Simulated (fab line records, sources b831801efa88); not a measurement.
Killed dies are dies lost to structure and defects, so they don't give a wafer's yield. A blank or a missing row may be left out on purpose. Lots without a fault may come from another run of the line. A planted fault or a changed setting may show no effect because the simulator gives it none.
Chamber matching | flow gf180mcu | GF_V2_CVD_02 on pecvd-04: 3 sister chambers
The step deposits SiO2 from TEOS, target thk 850 nm, time 94.851 s. 16 wafers are shown with their chamber, then 8 later ones without.

WAFERS WITH THEIR CHAMBER
wafer  | chamber | heater_power_w (W)
L336.3 | 2       | 702
L336.4 | 2       | 561
L336.6 | 0       | 811
L337.1 | 1       | 686
L337.5 | 2       | 692
L337.6 | 0       | 790
L338.2 | 0       | 774
L338.3 | 2       | 706
L338.6 | 1       | 596
L339.2 | 0       | 706
L339.3 | 2       | 659
L339.5 | 2       | 704
L348.2 | 0       | 823
L348.3 | 2       | 601
L348.5 | 0       | 664
L356.2 | 1       | 713

SIGNATURES (means of the wafers above)
reading        | chamber 0 | chamber 1 | chamber 2 | scatter within a chamber
heater_power_w | 761.33    | 665.00    | 660.71    | 60.4
Rule: a wafer's distance from a chamber is the root of the sum, over the readings, of the square of ((its reading less the chamber's mean) divided by the reading's scatter). The wafer belongs to the nearest chamber; if the next one is less than 2 further off, it can't be placed. The scatter: the root of (the sum of the squares of (reading less its chamber's mean) over the shown wafers, divided by (wafers less chambers)).

WAFERS WITHOUT THEIR CHAMBER
wafer  | heater_power_w (W)
L356.3 | 749
L356.4 | 663
L357.2 | 645
L357.4 | 672
L357.6 | 692
L359.1 | 700
L359.3 | 731
L359.6 | 816

WHICH CHAMBER EACH WENT THROUGH
wafer  | from the rows above          | in truth
L356.3 | can't be placed: 0 or 1 or 2 | 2
L356.4 | can't be placed: 1 or 2 or 0 | 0
L357.2 | can't be placed: 2 or 1 or 0 | 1
L357.4 | can't be placed: 1 or 2 or 0 | 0
L357.6 | can't be placed: 1 or 2 or 0 | 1
L359.1 | can't be placed: 1 or 2 or 0 | 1
L359.3 | can't be placed: 0 or 1 or 2 | 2
L359.6 | can't be placed: 0 or 1 or 2 | 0
Placed correctly: 0 of 8. Can't be placed from these rows: 8 (the true chamber is among the candidates in 8). Placed wrongly: 0.
